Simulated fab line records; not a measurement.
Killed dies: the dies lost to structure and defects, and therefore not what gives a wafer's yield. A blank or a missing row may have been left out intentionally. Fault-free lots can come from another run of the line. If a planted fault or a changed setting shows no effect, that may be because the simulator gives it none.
Check for tools in common ; flow gf180mcu ; 39 wafers sampled across 13 lots

== WHAT PROMPTED THE OPENING ==
On 2 of the 13 lots, a flag is raised at GF_HV_LDD_CD_MEAS_31 on the reading cd nm. Fault-free wafers read 399.7 nm, with a standard deviation of 2.4.
Rule: a lot gets a flag if all its wafers with a number sit over 4 standard deviations from that mean, or if no wafer of it has a number. All remaining lots are regarded as sound.

lot;measured;on;cd nm (nm), wafer by wafer;flag
L946;day 11 08:07;cd sem-01;398.3 398.4 399.9;
L947;day 11 13:57;cd sem-02;399.2 399.4 396.2;
L948;day 12 03:57;cd sem-01;402.0 403.3 401.4;
L949;day 12 07:19;cd sem-01;398.3 401.3 398.6;
L950;day 12 12:31;cd sem-02;379.4 380.8 381.6;FLAGGED
L953;day 13 20:15;cd sem-02;399.8 399.4 397.9;
L954;day 14 08:28;cd sem-02;385.7 387.3 386.5;FLAGGED
L958;day 15 20:20;cd sem-01;399.6 398.5 399.3;
L959;day 15 20:58;cd sem-02;401.4 402.7 403.2;
L962;day 17 01:54;cd sem-01;402.5 402.5 402.3;
L963;day 17 07:35;cd sem-01;400.3 398.9 399.8;
L965;day 17 19:43;cd sem-02;400.1 399.1 399.6;
L968;day 18 20:43;cd sem-02;399.9 400.3 399.1;
Average over the flagged lots: 383.6 nm; offset from the usual -16.1 nm, equal to -7 standard deviations.

== LOT BY LOT: THE TOOL USED ==
Before the reading, the record contains 2 process steps out of a 602-step route. Every cell lists first the tool, next ch and the chambers used by the sampled wafers, and last the start.
lot;flag;GF_VT_IMPLANT_STRIP_20;GF_HV_LDD_EXPOSE_28
L946;;plasma asher-04 ch 0,1, day 6 02:35;iline stepper-02 ch 0, day 10 23:06
L947;;plasma asher-04 ch 0, day 6 08:56;iline stepper-02 ch 0, day 11 04:43
L948;;plasma asher-01 ch 0,1, day 6 19:31;iline stepper-01 ch 0, day 11 18:51
L949;;plasma asher-04 ch 0,1, day 6 21:45;iline stepper-02 ch 0, day 11 21:59
L950;FLAGGED;plasma asher-04 ch 0,1, day 7 02:40;iline stepper-02 ch 0, day 12 02:55
L953;;plasma asher-01 ch 0,1, day 8 04:32;iline stepper-01 ch 0, day 13 09:57
L954;FLAGGED;plasma asher-04 ch 0,1, day 8 14:16;iline stepper-02 ch 0, day 13 22:13
L958;;plasma asher-02 ch 0,1, day 9 19:07;iline stepper-01 ch 0, day 15 09:41
L959;;plasma asher-02 ch 0,1, day 9 20:11;iline stepper-01 ch 0, day 15 10:16
L962;;plasma asher-02 ch 1, day 10 16:47;iline stepper-01 ch 0, day 16 14:56
L963;;plasma asher-04 ch 0,1, day 10 20:46;iline stepper-01 ch 0, day 16 20:43
L965;;plasma asher-04 ch 0,1, day 11 06:51;iline stepper-01 ch 0, day 17 08:06
L968;;plasma asher-04 ch 1, day 12 01:20;iline stepper-01 ch 0, day 18 08:31
What is done by these steps:
- GF_VT_IMPLANT_STRIP_20: strips in O2/N2.
- GF_HV_LDD_EXPOSE_28: exposes mask Nplus HV AREA, target cd 400 nm.
- GF_HV_LDD_CD_MEAS_31: target cd 400 nm.

== FLAGGED OVER TOTAL, TOOL BY TOOL (the gauges that took the reading come last) ==
step;tool;lots run;flagged;share of the flagged lots;sound lots run after its first flagged lot
GF_VT_IMPLANT_STRIP_20;plasma asher-01;2;0;none;-
GF_VT_IMPLANT_STRIP_20;plasma asher-02;3;0;none;-
GF_VT_IMPLANT_STRIP_20;plasma asher-04;8;2;all;3 (L963,L965,L968)
GF_HV_LDD_EXPOSE_28;iline stepper-01;8;0;none;-
GF_HV_LDD_EXPOSE_28;iline stepper-02;5;2;all;0
GF_HV_LDD_CD_MEAS_31;cd sem-01;6;0;none;-
GF_HV_LDD_CD_MEAS_31;cd sem-02;7;2;all;4 (L953,L959,L965,L968)

== WHAT THE TABLE ALLOWS ==
All flagged lots were run by 3 table rows, namely plasma asher-04 at GF_VT_IMPLANT_STRIP_20, iline stepper-02 at GF_HV_LDD_EXPOSE_28, cd sem-02 at GF_HV_LDD_CD_MEAS_31.
- plasma asher-04 at GF_VT_IMPLANT_STRIP_20: 2 of its 8 lots flagged. Lots that were sound ran on it after the first flagged one (L963, L965, L968); a persistent fault on the entire tool would not allow that.
- iline stepper-02 at GF_HV_LDD_EXPOSE_28: 2 of its 5 lots flagged. Its last sound lot is L949 (day 11 21:59), its first flagged lot L950 (day 12 02:55): a fault that began between those two fits. Its own readings lie more than 4 standard deviations out on every wafer of the flagged lots: exposure dose mJ cm2.
- cd sem-02 at GF_HV_LDD_CD_MEAS_31: 2 of its 7 lots flagged. Lots that were sound ran on it after the first flagged one (L953, L959, L965, L968); a persistent fault on the entire tool would not allow that.
iline stepper-02 at GF_HV_LDD_EXPOSE_28 is the single tool remaining.

== WHAT THE SIMULATOR HAD INSERTED ==
Drift in process parameters on iline stepper-02 at GF_HV_LDD_EXPOSE_28, starting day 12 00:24. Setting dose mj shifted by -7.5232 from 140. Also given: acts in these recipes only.
Lots struck among those shown: L950, L954. The rule above found the same.
